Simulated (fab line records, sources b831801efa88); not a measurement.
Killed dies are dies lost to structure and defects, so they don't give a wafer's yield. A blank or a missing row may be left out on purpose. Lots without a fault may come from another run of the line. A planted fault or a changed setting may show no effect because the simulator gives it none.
Which tool did it? | flow gf180mcu | 12 lots, 36 wafers sampled, at 6 steps of a route of 602

WHAT THE GAUGES READ, wafer by wafer
GF_PSD_RS_MEAS_14: measures by four-point-probe.
lot  | measured     | on            | NSD_RS (ohm/sq)
L840 | day 14 02:35 | film_metro-03 | 46.12 46.02 46.02
L841 | day 14 11:04 | film_metro-02 | 45.99 45.97 46.10
L842 | day 14 21:23 | film_metro-04 | 46.15 46.06 46.10
L843 | day 15 05:19 | film_metro-04 | 46.18 46.12 46.25
L844 | day 15 11:57 | film_metro-04 | 46.06 46.12 46.13
L845 | day 15 21:44 | film_metro-02 | 46.00 46.07 46.05
L851 | day 18 00:38 | film_metro-03 | 45.94 46.11 45.92
L852 | day 18 09:34 | film_metro-04 | 41.09 41.09 41.02
L853 | day 18 22:35 | film_metro-03 | 41.14 40.99 40.92
L859 | day 20 22:37 | film_metro-03 | 46.09 46.14 46.12
L862 | day 21 22:17 | film_metro-02 | 46.08 46.18 46.12
L863 | day 22 10:40 | film_metro-02 | 46.19 46.20 46.22

GF_PSD_RS_MEAS_15: measures by four-point-probe.
lot  | measured     | on            | PSD_RS (ohm/sq)
L840 | day 14 02:42 | film_metro-03 | 108.45 108.69 108.40
L841 | day 14 11:11 | film_metro-02 | 108.23 108.21 108.32
L842 | day 14 21:30 | film_metro-04 | 108.96 108.63 108.50
L843 | day 15 05:26 | film_metro-04 | 108.55 108.25 108.35
L844 | day 15 12:04 | film_metro-04 | 108.71 108.33 108.40
L845 | day 15 21:51 | film_metro-02 | 108.45 108.93 108.63
L851 | day 18 00:46 | film_metro-03 | 107.56 108.14 107.81
L852 | day 18 09:41 | film_metro-04 | 94.48 94.51 94.01
L853 | day 18 22:43 | film_metro-03 | 94.32 94.29 94.26
L859 | day 20 22:44 | film_metro-03 | 108.96 108.37 108.27
L862 | day 21 22:25 | film_metro-02 | 108.88 108.79 108.05
L863 | day 22 10:47 | film_metro-02 | 108.73 108.67 108.64

GF_CONTACT_THK_MEAS_01.
lot  | measured     | on            | CONTACT_CVD_00_THK (nm)
L840 | day 15 01:32 | film_metro-04 | 295 297 302
L841 | day 15 08:33 | film_metro-01 | 302 300 302
L842 | day 15 21:07 | film_metro-01 | 294 300 298
L843 | day 16 04:29 | film_metro-01 | 303 300 300
L844 | day 16 11:38 | film_metro-01 | 296 296 302
L845 | day 16 21:53 | film_metro-04 | 302 295 306
L851 | day 19 01:30 | film_metro-04 | 299 292 302
L852 | day 19 11:03 | film_metro-01 | 305 294 295
L853 | day 20 00:05 | film_metro-01 | 304 293 303
L859 | day 21 23:09 | film_metro-04 | 298 297 301
L862 | day 22 21:58 | film_metro-04 | 293 301 303
L863 | day 23 10:34 | film_metro-01 | 301 295 301

WHICH TOOL RAN EACH LOT (tool, then ch and the chambers of the sampled wafers, then the start)
lot  | GF_HV_LDD_RTA_52                 | GF_PSD_RTA_13                    | GF_SALICIDE_RTA_06
L840 | rtp_anneal-01 ch 0, day 12 06:50 | rtp_anneal-01 ch 0, day 14 02:29 | rtp_anneal-02 ch 0, day 15 01:12
L841 | rtp_anneal-02 ch 0, day 12 15:10 | rtp_anneal-02 ch 0, day 14 10:58 | rtp_anneal-01 ch 0, day 15 08:13
L842 | rtp_anneal-02 ch 0, day 13 00:38 | rtp_anneal-01 ch 0, day 14 21:17 | rtp_anneal-02 ch 0, day 15 20:47
L843 | rtp_anneal-02 ch 0, day 13 06:17 | rtp_anneal-02 ch 0, day 15 05:14 | rtp_anneal-01 ch 0, day 16 04:10
L844 | rtp_anneal-01 ch 0, day 13 13:10 | rtp_anneal-02 ch 0, day 15 11:52 | rtp_anneal-02 ch 0, day 16 11:12
L845 | rtp_anneal-02 ch 0, day 13 22:20 | rtp_anneal-01 ch 0, day 15 21:38 | rtp_anneal-01 ch 0, day 16 21:32
L851 | rtp_anneal-02 ch 0, day 15 21:32 | rtp_anneal-02 ch 0, day 18 00:33 | rtp_anneal-01 ch 0, day 19 01:10
L852 | rtp_anneal-01 ch 0, day 16 06:40 | rtp_anneal-02 ch 0, day 18 09:28 | rtp_anneal-02 ch 0, day 19 10:43
L853 | rtp_anneal-02 ch 0, day 16 19:39 | rtp_anneal-02 ch 0, day 18 22:29 | rtp_anneal-02 ch 0, day 19 23:45
L859 | rtp_anneal-02 ch 0, day 18 18:36 | rtp_anneal-01 ch 0, day 20 22:31 | rtp_anneal-02 ch 0, day 21 22:44
L862 | rtp_anneal-02 ch 0, day 19 19:05 | rtp_anneal-01 ch 0, day 21 22:11 | rtp_anneal-01 ch 0, day 22 21:38
L863 | rtp_anneal-01 ch 0, day 20 08:37 | rtp_anneal-02 ch 0, day 22 10:34 | rtp_anneal-01 ch 0, day 23 10:14
- GF_HV_LDD_RTA_52: time 10 s.
- GF_PSD_RTA_13: time 20 s.
- GF_SALICIDE_RTA_06: time 30 s.

WHAT THE TOOLS THEMSELVES READ (means of the sampled wafers that have a number; where no wafer has one, the mark that the record gives instead)
GF_HV_LDD_RTA_52.
lot  | tool          | anneal_temp_c_max | lamp_power_pct (%) | wafer_temp_C_max
L840 | rtp_anneal-01 | 1004.6            | 30.05              | 1004.2
L841 | rtp_anneal-02 | 1004.5            | 30.10              | 1008.0
L842 | rtp_anneal-02 | 1003.9            | 30.08              | 1007.4
L843 | rtp_anneal-02 | 1004.1            | 30.10              | 1007.3
L844 | rtp_anneal-01 | 1005.0            | 30.03              | 1004.7
L845 | rtp_anneal-02 | 1003.5            | 30.08              | 1007.8
L851 | rtp_anneal-02 | 1003.2            | 30.08              | 1008.4
L852 | rtp_anneal-01 | 1006.2            | 30.05              | 1004.4
L853 | rtp_anneal-02 | 1003.3            | 30.08              | 1008.1
L859 | rtp_anneal-02 | 1003.4            | 30.08              | 1007.7
L862 | rtp_anneal-02 | 1003.1            | 30.08              | 1008.4
L863 | rtp_anneal-01 | 1004.4            | 30.03              | 1004.6

GF_PSD_RTA_13.
lot  | tool          | lamp_power_pct (%) | wafer_temp_C_max
L840 | rtp_anneal-01 | 31.17              | 1030.7
L841 | rtp_anneal-02 | 31.18              | 1033.0
L842 | rtp_anneal-01 | 31.16              | 1029.3
L843 | rtp_anneal-02 | 31.19              | 1032.6
L844 | rtp_anneal-02 | 31.25              | 1032.7
L845 | rtp_anneal-01 | 31.18              | 1029.2
L851 | rtp_anneal-02 | 31.22              | 1032.6
L852 | rtp_anneal-02 | 34.16              | 1069.8
L853 | rtp_anneal-02 | 34.15              | 1068.2
L859 | rtp_anneal-01 | 31.18              | 1030.2
L862 | rtp_anneal-01 | 31.18              | 1030.6
L863 | rtp_anneal-02 | 31.21              | 1034.3

GF_SALICIDE_RTA_06.
lot  | tool          | anneal_temp_c_max | lamp_power_pct (%) | wafer_temp_C_max
L840 | rtp_anneal-02 | 531.7             | 5.668              | 533.6
L841 | rtp_anneal-01 | 532.9             | 5.659              | 532.0
L842 | rtp_anneal-02 | 532.0             | 5.664              | 534.0
L843 | rtp_anneal-01 | 532.8             | 5.657              | 531.8
L844 | rtp_anneal-02 | 532.3             | 5.671              | 534.0
L845 | rtp_anneal-01 | 532.8             | 5.660              | 532.6
L851 | rtp_anneal-01 | 532.8             | 5.652              | 532.8
L852 | rtp_anneal-02 | 531.8             | 5.669              | 534.5
L853 | rtp_anneal-02 | 532.4             | 5.667              | 533.9
L859 | rtp_anneal-02 | 531.8             | 5.670              | 534.2
L862 | rtp_anneal-01 | 533.0             | 5.654              | 532.7
L863 | rtp_anneal-01 | 532.8             | 5.657              | 531.9

THE ANSWER, worked out from the rows above alone
Rule: what is usual is taken from the lots themselves. Put in order of their means at a reading, lots are off if they are a third of the lots or fewer, leave a main group of 4 or more, and stand apart from it by a gap of 3 or more times the standard deviation of the main group's means; of several such gaps the widest counts. A main group whose means are all the same, to the digits that the tables above print for the reading, isn't used. A lot without any number at a reading at which 4 lots or more have one is off too. The other lots that the step has rows for count as sound. The gauges are gone through in route order, then the tools' own readings, and for those a lot's mean is taken as printed above. The first step at which some lot is off is used, and at that step the reading that is off furthest; a lot without a number counts as furthest.
Off: L852, L853, at GF_PSD_RS_MEAS_14 (NSD_RS). The main group: mean 46.09 ohm/sq, standard deviation 0.065.
A tool fits if, at a process step before that reading, it ran every lot that is off, and no sound lot after the first of them. The gauges at GF_PSD_RS_MEAS_14 aren't tried: what is off there is off at GF_PSD_RTA_13 too, on other tools, and a gauge's error can't cause that. None of those tried fits.

WHAT THE SIMULATOR HAD PUT IN
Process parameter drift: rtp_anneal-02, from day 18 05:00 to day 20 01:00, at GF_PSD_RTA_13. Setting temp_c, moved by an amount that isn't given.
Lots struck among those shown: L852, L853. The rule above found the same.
